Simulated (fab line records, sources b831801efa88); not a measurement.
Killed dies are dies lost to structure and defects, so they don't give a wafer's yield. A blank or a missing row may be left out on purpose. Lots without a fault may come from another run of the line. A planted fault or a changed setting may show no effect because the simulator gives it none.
Which tool did it? | flow gf180mcu | 7 lots, 20 wafers sampled, at 2 steps of a route of 602

WHAT THE GAUGES READ, wafer by wafer
GF_V3_OVL_MEAS_15.
lot  | measured     | on         | V3_OVL (nm)
L248 | day 22 17:38 | overlay-02 | 2 0 -2
L252 | day 24 05:17 | overlay-02 | 0 -1 1
L258 | day 26 08:29 | overlay-01 | -2 -1 0
L260 | day 26 20:17 | overlay-02 | 6 10
L265 | day 28 07:53 | overlay-02 | 5 0 -4
L268 | day 29 04:17 | overlay-01 | -3 -1 -1
L270 | day 29 18:37 | overlay-02 | -3 -3 -4

WHICH TOOL RAN EACH LOT (tool, then ch and the chambers of the sampled wafers, then the start)
lot  | GF_V3_CMP_04
L248 | cmp-01 ch 0,2,3, day 21 17:17
L252 | cmp-01 ch 1,2,3, day 23 05:40
L258 | cmp-01 ch 1,2,3, day 25 11:07
L260 | cmp-01 ch 0,3, day 25 22:36
L265 | cmp-01 ch 0,2,3, day 27 11:59
L268 | cmp-01 ch 0,1,2, day 28 08:48
L270 | cmp-01 ch 0,1,2, day 28 23:17
- GF_V3_CMP_04: polishes SiO2.

THE ANSWER, worked out from the rows above alone
Rule: what is usual is taken from the lots themselves. Put in order of their means at a reading, lots are off if they are a third of the lots or fewer, leave a main group of 4 or more, and stand apart from it by a gap of 3 or more times the standard deviation of the main group's means; of several such gaps the widest counts. A main group whose means are all the same, to the digits that the tables above print for the reading, isn't used. A lot without any number at a reading at which 4 lots or more have one is off too. The other lots that the step has rows for count as sound.
Off: L260, at GF_V3_OVL_MEAS_15 (V3_OVL). The main group: mean -1 nm, standard deviation 1.3.
A tool fits if, at a process step before that reading, it ran every lot that is off, and no sound lot after the first of them. The gauges at GF_V3_OVL_MEAS_15 are tried like those tools. None of those tried fits.

WHAT THE SIMULATOR HAD PUT IN
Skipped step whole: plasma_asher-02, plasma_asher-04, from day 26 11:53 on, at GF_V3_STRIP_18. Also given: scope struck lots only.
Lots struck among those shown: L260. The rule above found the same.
